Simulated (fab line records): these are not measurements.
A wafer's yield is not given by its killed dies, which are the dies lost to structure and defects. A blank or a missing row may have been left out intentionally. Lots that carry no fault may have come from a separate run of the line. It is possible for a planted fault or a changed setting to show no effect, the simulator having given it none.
What tool caused it? :: flow sky130 :: 33 wafers from 11 lots sampled at 3 of the route's 708 steps

== WHAT THE GAUGES SHOWED, per wafer ==
SKY_VIA3_CD_MEAS_12 targets a cd of 200 nm. Usual: 199.8 nm for cd_nm, sd 1.2.
lot: L918
measured: day 39 09:54
on: cd_sem-02
cd_nm (nm): 200.0 199.9 198.8
flag: 

lot: L923
measured: day 41 20:11
on: cd_sem-02
cd_nm (nm): 198.9 199.7 198.5
flag: 

lot: L925
measured: day 42 01:34
on: cd_sem-02
cd_nm (nm): 200.3 199.0 198.5
flag: 

lot: L929
measured: day 42 23:50
on: cd_sem-01
cd_nm (nm): 199.9 200.5 199.1
flag: 

lot: L930
measured: day 43 08:06
on: cd_sem-01
cd_nm (nm): 199.8 200.4 199.9
flag: 

lot: L933
measured: day 44 04:43
on: cd_sem-01
cd_nm (nm): 198.9 199.2 199.1
flag: 

lot: L934
measured: day 44 09:37
on: cd_sem-01
cd_nm (nm): 197.8 199.5 197.2
flag: 

lot: L937
measured: day 45 02:41
on: cd_sem-01
cd_nm (nm): 199.0 199.1 198.3
flag: 

lot: L939
measured: day 45 17:41
on: cd_sem-02
cd_nm (nm): 200.0 199.6 200.8
flag: 

lot: L940
measured: day 45 19:10
on: cd_sem-02
cd_nm (nm): 199.9 200.6 198.8
flag: 

lot: L941
measured: day 45 23:22
on: cd_sem-01
cd_nm (nm): 197.8 198.1 198.7
flag: 

SKY_CAP2M_THK_MEAS_04: measures by xrf. Usual: CAP2M_TIN_THK gives 205.7 nm (standard deviation 2.3).
lot: L918
measured: day 39 13:19
on: film_metro-03
CAP2M_TIN_THK (nm): 207.1 205.6 204.7
flag: 

lot: L923
measured: day 41 22:12
on: film_metro-03
CAP2M_TIN_THK (nm): 208.5 206.4 206.7
flag: 

lot: L925
measured: day 42 03:43
on: film_metro-03
CAP2M_TIN_THK (nm): 202.7 203.2 204.0
flag: 

lot: L929
measured: day 43 01:49
on: film_metro-02
CAP2M_TIN_THK (nm): 208.7 207.6 206.4
flag: 

lot: L930
measured: day 43 10:05
on: film_metro-03
CAP2M_TIN_THK (nm): 206.9 207.5 208.4
flag: 

lot: L933
measured: day 44 06:42
on: film_metro-04
CAP2M_TIN_THK (nm): 205.2 204.0 205.8
flag: 

lot: L934
measured: day 44 11:40
on: film_metro-03
CAP2M_TIN_THK (nm): 208.0 206.6 208.6
flag: 

lot: L937
measured: day 45 05:10
on: film_metro-02
CAP2M_TIN_THK (nm): 204.5 203.8 205.5
flag: 

lot: L939
measured: day 45 19:40
on: film_metro-03
CAP2M_TIN_THK (nm): 202.9 203.0 201.0
flag: 

lot: L940
measured: day 45 21:08
on: film_metro-03
CAP2M_TIN_THK (nm): 203.1 200.2 204.2
flag: 

lot: L941
measured: day 46 01:31
on: film_metro-04
CAP2M_TIN_THK (nm): 208.6 206.0 208.1
flag: 

== WHAT TOOL EACH LOT RAN ON (gives the tool, then ch and the chambers of the sampled wafers, and finally the start) ==
lot: L918
SKY_VIA3_CMP_24: cmp-01 ch 0,1,3, day 39 12:32

lot: L923
SKY_VIA3_CMP_24: cmp-01 ch 0,2,3, day 41 21:25

lot: L925
SKY_VIA3_CMP_24: cmp-01 ch 0,2,3, day 42 02:56

lot: L929
SKY_VIA3_CMP_24: cmp-02 ch 0,1,3, day 43 01:02

lot: L930
SKY_VIA3_CMP_24: cmp-02 ch 0,1,3, day 43 09:26

lot: L933
SKY_VIA3_CMP_24: cmp-01 ch 0,2,3, day 44 05:59

lot: L934
SKY_VIA3_CMP_24: cmp-01 ch 0,1,2, day 44 10:58

lot: L937
SKY_VIA3_CMP_24: cmp-01 ch 0,2,3, day 45 04:23

lot: L939
SKY_VIA3_CMP_24: cmp-02 ch 2,3, day 45 18:54

lot: L940
SKY_VIA3_CMP_24: cmp-02 ch 1,2,3, day 45 20:23

lot: L941
SKY_VIA3_CMP_24: cmp-02 ch 0,1, day 46 00:44
- SKY_VIA3_CMP_24: polishes, stops on SiO2, t overpolish 20 s, target thk 0 nm.

== WHAT THE TOOLS THEMSELVES READ (means of the sampled wafers that have a number; where no wafer has one, the mark that the record gives instead) ==
SKY_VIA3_CMP_24. Usual: motor_current_A 10.7 A, standard deviation 1.2; overpolish_run_s 20.000 s, standard deviation 0.0097; slurry_filter_dp_kPa 13.51 kPa, standard deviation 0.14; time_to_endpoint_s 94 s, standard deviation 3.7.
lot: L918
tool: cmp-01
motor_current_A (A): 11.9
overpolish_run_s (s): 20.010
slurry_filter_dp_kPa (kPa): 13.41
time_to_endpoint_s (s): 96
flag: 

lot: L923
tool: cmp-01
motor_current_A (A): 10.4
overpolish_run_s (s): 20.006
slurry_filter_dp_kPa (kPa): 13.45
time_to_endpoint_s (s): 92
flag: 

lot: L925
tool: cmp-01
motor_current_A (A): 10.6
overpolish_run_s (s): 20.014
slurry_filter_dp_kPa (kPa): 13.67
time_to_endpoint_s (s): 94
flag: 

lot: L929
tool: cmp-02
motor_current_A (A): 10.4
overpolish_run_s (s): 20.002
slurry_filter_dp_kPa (kPa): 13.41
time_to_endpoint_s (s): 97
flag: 

lot: L930
tool: cmp-02
motor_current_A (A): 10.6
overpolish_run_s (s): 20.006
slurry_filter_dp_kPa (kPa): 13.47
time_to_endpoint_s (s): 100
flag: 

lot: L933
tool: cmp-01
motor_current_A (A): 10.8
overpolish_run_s (s): 19.998
slurry_filter_dp_kPa (kPa): 13.70
time_to_endpoint_s (s): 94
flag: 

lot: L934
tool: cmp-01
motor_current_A (A): 10.6
overpolish_run_s (s): 19.996
slurry_filter_dp_kPa (kPa): 13.41
time_to_endpoint_s (s): 90
flag: 

lot: L937
tool: cmp-01
motor_current_A (A): 10.5
overpolish_run_s (s): 19.989
slurry_filter_dp_kPa (kPa): 13.53
time_to_endpoint_s (s): 93
flag: 

lot: L939
tool: cmp-02
motor_current_A (A): 10.1
overpolish_run_s (s): 20.003
slurry_filter_dp_kPa (kPa): 13.46
time_to_endpoint_s (s): 95
flag: 

lot: L940
tool: cmp-02
motor_current_A (A): 10.3
overpolish_run_s (s): 20.002
slurry_filter_dp_kPa (kPa): 13.45
time_to_endpoint_s (s): 97
flag: 

lot: L941
tool: cmp-02
motor_current_A (A): 10.4
overpolish_run_s (s): 20.003
slurry_filter_dp_kPa (kPa): 13.44
time_to_endpoint_s (s): 98
flag: 

== THE ANSWER, worked out from the rows above alone ==
Rule: take the mean of a lot's wafers that have a number; if it is more than 3 standard deviations from the usual mean, the lot is off. A lot without any number at a reading at which 4 lots or more have one is off too. The other lots that the step has rows for count as sound. First the gauges in route order, then the tools' own readings, where a lot's mean is used as printed above. The first step at which some lot is off is used, and at that step the reading that is off furthest; a lot without a number counts as furthest.
No lot is off on any of the readings shown, so nothing can be concluded from this.

== WHAT HAD BEEN PUT IN BY THE SIMULATOR ==
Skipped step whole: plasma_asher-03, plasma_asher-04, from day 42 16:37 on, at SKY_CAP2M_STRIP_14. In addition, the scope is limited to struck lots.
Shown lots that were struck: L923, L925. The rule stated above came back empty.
